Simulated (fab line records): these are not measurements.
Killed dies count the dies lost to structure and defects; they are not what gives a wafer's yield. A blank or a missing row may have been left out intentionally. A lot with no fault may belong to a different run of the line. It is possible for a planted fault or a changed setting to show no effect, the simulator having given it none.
Matching of chambers :: flow sky130 :: SKY_LI_CONTACT_CMP_02 on cmp-01 has 4 sister chambers
The step polishes PSG. 8 wafers are shown with their chamber, then 12 later ones without.

== WAFERS, EACH WITH ITS CHAMBER ==
wafer: L077.4
chamber: 3
motor-current-A (A): 12.6
time-to-endpoint-s (s): 30.4

wafer: L081.4
chamber: 3
motor-current-A (A): 12.4
time-to-endpoint-s (s): 30.7

wafer: L086.2
chamber: 1
motor-current-A (A): 11.9
time-to-endpoint-s (s): 36.4

wafer: L088.1
chamber: 2
motor-current-A (A): 11.9
time-to-endpoint-s (s): 30.2

wafer: L088.2
chamber: 1
motor-current-A (A): 12.3
time-to-endpoint-s (s): 31.4

wafer: L090.1
chamber: 0
motor-current-A (A): 12.1
time-to-endpoint-s (s): 33.5

wafer: L090.3
chamber: 2
motor-current-A (A): 12.2
time-to-endpoint-s (s): 34.9

wafer: L090.6
chamber: 0
motor-current-A (A): 11.8
time-to-endpoint-s (s): 29.7

== WAFERS WHOSE CHAMBER IS MISSING ==
wafer: L091.3
motor-current-A (A): 12.5
time-to-endpoint-s (s): 32.5

wafer: L091.5
motor-current-A (A): 12.0
time-to-endpoint-s (s): 30.2

wafer: L091.6
motor-current-A (A): 11.4
time-to-endpoint-s (s): 30.7

wafer: L092.2
motor-current-A (A): 12.1
time-to-endpoint-s (s): 31.9

wafer: L092.5
motor-current-A (A): 12.7
time-to-endpoint-s (s): 34.3

wafer: L092.6
motor-current-A (A): 11.5
time-to-endpoint-s (s): 30.1

wafer: L095.1
motor-current-A (A): 12.3
time-to-endpoint-s (s): 28.6

wafer: L095.5
motor-current-A (A): 11.2
time-to-endpoint-s (s): 29.5

wafer: L095.6
motor-current-A (A): 12.0
time-to-endpoint-s (s): 26.5

wafer: L097.3
motor-current-A (A): 11.6
time-to-endpoint-s (s): 30.9

wafer: L097.4
motor-current-A (A): 12.4
time-to-endpoint-s (s): 29.0

wafer: L097.5
motor-current-A (A): 12.2
time-to-endpoint-s (s): 30.1

== THE CHAMBER EACH PASSED THROUGH ==
wafer: L091.3
from the rows above: can't be placed: 3 or 1 or 2 or 0
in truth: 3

wafer: L091.5
from the rows above: can't be placed: 0 or 2 or 1 or 3
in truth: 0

wafer: L091.6
from the rows above: can't be placed: 0 or 2 or 1
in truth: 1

wafer: L092.2
from the rows above: can't be placed: 2 or 0 or 1 or 3
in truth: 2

wafer: L092.5
from the rows above: can't be placed: 3 or 1 or 2 or 0
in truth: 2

wafer: L092.6
from the rows above: can't be placed: 0 or 2 or 1
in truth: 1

wafer: L095.1
from the rows above: can't be placed: 3 or 2 or 0 or 1
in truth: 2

wafer: L095.5
from the rows above: can't be placed: 0 or 2 or 1
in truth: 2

wafer: L095.6
from the rows above: can't be placed: 0 or 2 or 1 or 3
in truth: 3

wafer: L097.3
from the rows above: can't be placed: 0 or 2 or 1
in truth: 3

wafer: L097.4
from the rows above: can't be placed: 3 or 2 or 1 or 0
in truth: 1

wafer: L097.5
from the rows above: can't be placed: 2 or 0 or 3 or 1
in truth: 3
Correct placement for 0 of the 12. Cannot be placed on the basis of these rows: 12; the candidates contain the true chamber in 11. Number placed wrongly: 0.
How it was worked out, from the rows above alone: a wafer's distance from a chamber is the root of the sum, over the readings, of the square of ((its reading less the chamber's mean) divided by the reading's scatter). The wafer belongs to the nearest chamber; if the next one is less than 2 further off, it can't be placed. Each chamber's mean is taken over the wafers shown for it. The scatter is the square root of a quotient: the sum, over the shown wafers, of each reading's squared deviation from its chamber's mean, divided by wafers minus chambers.
